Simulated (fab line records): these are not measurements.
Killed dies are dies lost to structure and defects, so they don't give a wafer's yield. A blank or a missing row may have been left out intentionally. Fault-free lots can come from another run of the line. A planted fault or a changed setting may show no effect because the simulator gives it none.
Which tool was responsible? / flow sky130 / 13 lots, 39 wafers sampled, at 4 steps of a route of 708

WHAT EACH GAUGE READ, for each wafer
SKY_VIA4_RS_MEAS_19: a four-point-probe measurement. Usual: VIA4_W_RS 0.2266 ohm/sq, standard deviation 0.0024.
lot=L620; measured=day 43 10:02; on=film_metro-02; VIA4_W_RS (ohm/sq)=0.2274 0.2312 0.2319; flag=
lot=L621; measured=day 43 10:19; on=film_metro-04; VIA4_W_RS (ohm/sq)=0.2261 0.2299 0.2305; flag=
lot=L622; measured=day 43 20:33; on=film_metro-04; VIA4_W_RS (ohm/sq)=0.2244 0.2271 0.2292; flag=
lot=L624; measured=day 44 03:36; on=film_metro-03; VIA4_W_RS (ohm/sq)=0.2262 0.2291 0.2271; flag=
lot=L625; measured=day 44 13:20; on=film_metro-04; VIA4_W_RS (ohm/sq)=0.2261 0.2274 0.2229; flag=
lot=L627; measured=day 45 09:24; on=film_metro-04; VIA4_W_RS (ohm/sq)=0.2253 0.2275 0.2283; flag=
lot=L628; measured=day 45 10:04; on=film_metro-02; VIA4_W_RS (ohm/sq)=0.2258 0.2236 0.2295; flag=
lot=L629; measured=day 45 13:31; on=film_metro-04; VIA4_W_RS (ohm/sq)=0.2253 0.2245 0.2280; flag=
lot=L630; measured=day 45 22:07; on=film_metro-04; VIA4_W_RS (ohm/sq)=0.2290 0.2275 0.2279; flag=
lot=L631; measured=day 46 08:51; on=film_metro-04; VIA4_W_RS (ohm/sq)=0.2222 0.2224 0.2234; flag=
lot=L635; measured=day 47 07:31; on=film_metro-02; VIA4_W_RS (ohm/sq)=0.2298 0.2265 0.2271; flag=
lot=L639; measured=day 48 05:52; on=film_metro-03; VIA4_W_RS (ohm/sq)=0.2251 0.2251 0.2262; flag=
lot=L643; measured=day 49 02:29; on=film_metro-04; VIA4_W_RS (ohm/sq)=0.2278 0.2293 0.2288; flag=

WHAT TOOL EACH LOT RAN ON (gives the tool, then ch and the chambers of the sampled wafers, and finally the start)
lot=L620; SKY_SONOS_TUNNEL_STRIP_11=wet_bench-04 ch 2, day 11 13:13; SKY_METAL4_ETCH_16=rie_metal-03 ch 0,1, day 42 08:00; SKY_VIA4_STRIP_13=plasma_asher-02 ch 0, day 43 09:13
lot=L621; SKY_SONOS_TUNNEL_STRIP_11=wet_bench-01 ch 2, day 11 18:43; SKY_METAL4_ETCH_16=rie_metal-03 ch 0,1, day 42 08:39; SKY_VIA4_STRIP_13=plasma_asher-03 ch 0,1, day 43 09:22
lot=L622; SKY_SONOS_TUNNEL_STRIP_11=wet_bench-01 ch 3, day 12 02:34; SKY_METAL4_ETCH_16=rie_metal-04 ch 0,1, day 42 19:00; SKY_VIA4_STRIP_13=plasma_asher-04 ch 0,1, day 43 19:43
lot=L624; SKY_SONOS_TUNNEL_STRIP_11=wet_bench-04 ch 3, day 12 15:34; SKY_METAL4_ETCH_16=rie_metal-01 ch 0,1, day 43 04:39; SKY_VIA4_STRIP_13=plasma_asher-03 ch 0,1, day 44 02:46
lot=L625; SKY_SONOS_TUNNEL_STRIP_11=wet_bench-02 ch 3, day 13 00:37; SKY_METAL4_ETCH_16=rie_metal-03 ch 0,1, day 43 14:24; SKY_VIA4_STRIP_13=plasma_asher-02 ch 0,1, day 44 12:31
lot=L627; SKY_SONOS_TUNNEL_STRIP_11=wet_bench-01 ch 1, day 13 21:21; SKY_METAL4_ETCH_16=rie_metal-03 ch 1, day 44 08:44; SKY_VIA4_STRIP_13=plasma_asher-04 ch 0,1, day 45 08:35
lot=L628; SKY_SONOS_TUNNEL_STRIP_11=wet_bench-02 ch 1, day 14 01:19; SKY_METAL4_ETCH_16=rie_metal-03 ch 0,1, day 44 09:21; SKY_VIA4_STRIP_13=plasma_asher-02 ch 0,1, day 45 09:14
lot=L629; SKY_SONOS_TUNNEL_STRIP_11=wet_bench-04 ch 0, day 14 08:37; SKY_METAL4_ETCH_16=rie_metal-03 ch 0,1, day 44 13:35; SKY_VIA4_STRIP_13=plasma_asher-03 ch 0,1, day 45 12:41
lot=L630; SKY_SONOS_TUNNEL_STRIP_11=wet_bench-04 ch 2, day 14 17:26; SKY_METAL4_ETCH_16=rie_metal-03 ch 0,1, day 45 00:53; SKY_VIA4_STRIP_13=plasma_asher-02 ch 0,1, day 45 21:05
lot=L631; SKY_SONOS_TUNNEL_STRIP_11=wet_bench-02 ch 3, day 14 23:16; SKY_METAL4_ETCH_16=rie_metal-03 ch 0,1, day 45 09:01; SKY_VIA4_STRIP_13=plasma_asher-02 ch 0,1, day 46 07:52
lot=L635; SKY_SONOS_TUNNEL_STRIP_11=wet_bench-02 ch 0, day 16 05:02; SKY_METAL4_ETCH_16=rie_metal-04 ch 0,1, day 46 08:27; SKY_VIA4_STRIP_13=plasma_asher-03 ch 0,1, day 47 06:40
lot=L639; SKY_SONOS_TUNNEL_STRIP_11=wet_bench-02 ch 2, day 17 17:59; SKY_METAL4_ETCH_16=rie_metal-01 ch 0,1, day 47 07:05; SKY_VIA4_STRIP_13=plasma_asher-04 ch 0,1, day 48 04:46
lot=L643; SKY_SONOS_TUNNEL_STRIP_11=wet_bench-01 ch 3, day 19 04:13; SKY_METAL4_ETCH_16=rie_metal-04 ch 0,1, day 48 04:47; SKY_VIA4_STRIP_13=plasma_asher-03 ch 0,1, day 49 01:40
- SKY_SONOS_TUNNEL_STRIP_11: strips in SPM, time 600 s.
- SKY_METAL4_ETCH_16: etches BARC in N2/H2, stops on SiO2, time 88.2 s, target depth 60 nm.
- SKY_VIA4_STRIP_13: strips in O2/N2.

WHAT THE TOOLS THEMSELVES READ (means of the sampled wafers that have a number; where no wafer has one, the mark that the record gives instead)
SKY_METAL4_ETCH_16. Usual: drypump_motor_current_A 5.9 A, standard deviation 0.36; oes_product_au 0.625 a.u., standard deviation 0.0042; throttle_valve_pct 13.205 %, standard deviation 0.0093.
lot=L620; tool=rie_metal-03; drypump_motor_current_A (A)=6.0; oes_product_au (a.u.)=0.627; throttle_valve_pct (%)=13.208; flag=
lot=L621; tool=rie_metal-03; drypump_motor_current_A (A)=5.9; oes_product_au (a.u.)=0.623; throttle_valve_pct (%)=13.209; flag=
lot=L622; tool=rie_metal-04; drypump_motor_current_A (A)=5.8; oes_product_au (a.u.)=0.624; throttle_valve_pct (%)=13.201; flag=
lot=L624; tool=rie_metal-01; drypump_motor_current_A (A)=5.8; oes_product_au (a.u.)=0.623; throttle_valve_pct (%)=13.196; flag=
lot=L625; tool=rie_metal-03; drypump_motor_current_A (A)=6.0; oes_product_au (a.u.)=0.627; throttle_valve_pct (%)=13.196; flag=
lot=L627; tool=rie_metal-03; drypump_motor_current_A (A)=6.1; oes_product_au (a.u.)=0.624; throttle_valve_pct (%)=13.206; flag=
lot=L628; tool=rie_metal-03; drypump_motor_current_A (A)=5.8; oes_product_au (a.u.)=0.620; throttle_valve_pct (%)=13.209; flag=
lot=L629; tool=rie_metal-03; drypump_motor_current_A (A)=6.0; oes_product_au (a.u.)=0.625; throttle_valve_pct (%)=13.204; flag=
lot=L630; tool=rie_metal-03; drypump_motor_current_A (A)=6.0; oes_product_au (a.u.)=0.626; throttle_valve_pct (%)=13.203; flag=
lot=L631; tool=rie_metal-03; drypump_motor_current_A (A)=5.9; oes_product_au (a.u.)=0.629; throttle_valve_pct (%)=13.215; flag=
lot=L635; tool=rie_metal-04; drypump_motor_current_A (A)=5.9; oes_product_au (a.u.)=0.625; throttle_valve_pct (%)=13.209; flag=
lot=L639; tool=rie_metal-01; drypump_motor_current_A (A)=6.1; oes_product_au (a.u.)=0.627; throttle_valve_pct (%)=13.212; flag=
lot=L643; tool=rie_metal-04; drypump_motor_current_A (A)=5.8; oes_product_au (a.u.)=0.630; throttle_valve_pct (%)=13.199; flag=

SKY_VIA4_STRIP_13. Usual: drypump_motor_current_A 5.7 A, standard deviation 0.43; oes_product_au 0.709 a.u., standard deviation 0.0045; strip_time_to_endpoint_s 12.798 s, standard deviation 0.026.
lot=L620; tool=plasma_asher-02; drypump_motor_current_A (A)=5.8; oes_product_au (a.u.)=0.710; strip_time_to_endpoint_s (s)=12.817; flag=
lot=L621; tool=plasma_asher-03; drypump_motor_current_A (A)=5.7; oes_product_au (a.u.)=0.709; strip_time_to_endpoint_s (s)=12.790; flag=
lot=L622; tool=plasma_asher-04; drypump_motor_current_A (A)=6.0; oes_product_au (a.u.)=0.708; strip_time_to_endpoint_s (s)=12.800; flag=
lot=L624; tool=plasma_asher-03; drypump_motor_current_A (A)=5.8; oes_product_au (a.u.)=0.708; strip_time_to_endpoint_s (s)=12.790; flag=
lot=L625; tool=plasma_asher-02; drypump_motor_current_A (A)=5.2; oes_product_au (a.u.)=0.706; strip_time_to_endpoint_s (s)=12.804; flag=
lot=L627; tool=plasma_asher-04; drypump_motor_current_A (A)=6.1; oes_product_au (a.u.)=0.708; strip_time_to_endpoint_s (s)=12.768; flag=
lot=L628; tool=plasma_asher-02; drypump_motor_current_A (A)=5.2; oes_product_au (a.u.)=0.710; strip_time_to_endpoint_s (s)=12.816; flag=
lot=L629; tool=plasma_asher-03; drypump_motor_current_A (A)=5.9; oes_product_au (a.u.)=0.708; strip_time_to_endpoint_s (s)=12.816; flag=
lot=L630; tool=plasma_asher-02; drypump_motor_current_A (A)=5.3; oes_product_au (a.u.)=0.713; strip_time_to_endpoint_s (s)=12.794; flag=
lot=L631; tool=plasma_asher-02; drypump_motor_current_A (A)=5.6; oes_product_au (a.u.)=0.706; strip_time_to_endpoint_s (s)=12.806; flag=
lot=L635; tool=plasma_asher-03; drypump_motor_current_A (A)=5.8; oes_product_au (a.u.)=0.710; strip_time_to_endpoint_s (s)=12.801; flag=
lot=L639; tool=plasma_asher-04; drypump_motor_current_A (A)=6.0; oes_product_au (a.u.)=0.706; strip_time_to_endpoint_s (s)=12.798; flag=
lot=L643; tool=plasma_asher-03; drypump_motor_current_A (A)=5.9; oes_product_au (a.u.)=0.714; strip_time_to_endpoint_s (s)=12.784; flag=

THE ANSWER, worked out from the rows above alone
Rule: a lot is off if the mean of its wafers that have a number lies more than 3 standard deviations from the usual mean. A lot without any number at a reading at which 4 lots or more have one is off too. The other lots that the step has rows for count as sound. First the gauges in route order, then the tools' own readings, where a lot's mean is used as printed above. The first step at which some lot is off is used, and at that step the reading that is off furthest; a lot without a number counts as furthest.
Across all readings shown, no lot is off: no conclusion can be drawn from this.

WHAT THE SIMULATOR PUT IN
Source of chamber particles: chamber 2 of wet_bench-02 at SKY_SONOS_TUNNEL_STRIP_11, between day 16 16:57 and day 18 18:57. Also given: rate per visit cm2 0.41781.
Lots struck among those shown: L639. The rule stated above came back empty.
